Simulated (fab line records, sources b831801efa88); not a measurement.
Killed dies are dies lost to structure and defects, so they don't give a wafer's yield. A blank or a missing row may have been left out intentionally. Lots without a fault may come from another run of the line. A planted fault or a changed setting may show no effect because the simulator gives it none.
The same fault as seen by 2 desks -- flow gf180mcu -- each desk has only its own numbers; what lay behind them comes last

DESK OF THE TOOL OWNER: pvd sputter-01
At GF_MIM_SPUTTER_01 (material TiN, target thk 30 nm, time 25 s) the tool's own readings: per lot run on this tool, the mean of the sampled wafers that have a number. Marked OUT: a lot whose mean sits more than 4 standard deviations from the usual mean, which makes it out of limits; the brackets give that distance.
Columns: A = cathode dc power W at GF_MIM_SPUTTER_01, usual 6500.1 W; B = chamber pressure pa at GF_MIM_SPUTTER_01, usual 0.4000 Pa; C = throttle valve pct at GF_MIM_SPUTTER_01, usual 30.2 %
lot,first seen here,A,B,C
L166,day 24 16:15,6498.8,0.3998,29.9
L168,day 25 15:02,6499.3,0.3995,29.9
L173,day 27 06:47,6500.8,0.4002,29.7
L185,day 30 18:01,6501.1,0.3996,30.4
L186,day 31 00:01,6500.1,0.4006,29.3
This desk's finding: nothing out of limits on any of the 5 lots.

THE METROLOGY DESK
Means of the sampled wafers that have a number, per lot and without regard to the tool the lot ran on: this is what the gauges read. Marked OUT: a lot whose mean sits more than 4 standard deviations from the usual mean, which makes it out of limits; the brackets give that distance.
Columns: A = cd nm at GF_V3_CD_MEAS_14, usual 260.2 nm
lot,first seen here,A
L166,day 22 13:50,259.9
L167,day 23 02:10,259.1
L168,day 23 13:44,260.6
L169,day 24 02:26,258.6
L171,day 24 15:38,260.9
L173,day 25 07:23,261.1
L179,day 27 03:27,258.4
L180,day 27 14:53,261.2
L181,day 27 19:49,260.5
L183,day 28 10:11,259.3
L185,day 29 00:23,259.4
L186,day 29 06:40,259.9
L187,day 29 14:38,260.6
This desk's finding: nothing out of limits on any of the 13 lots.

BROUGHT TOGETHER
The desk of the tool owner found nothing out of limits.
At the metrology desk, nothing out of limits was observed.

WHAT THE SIMULATOR HAD INSERTED
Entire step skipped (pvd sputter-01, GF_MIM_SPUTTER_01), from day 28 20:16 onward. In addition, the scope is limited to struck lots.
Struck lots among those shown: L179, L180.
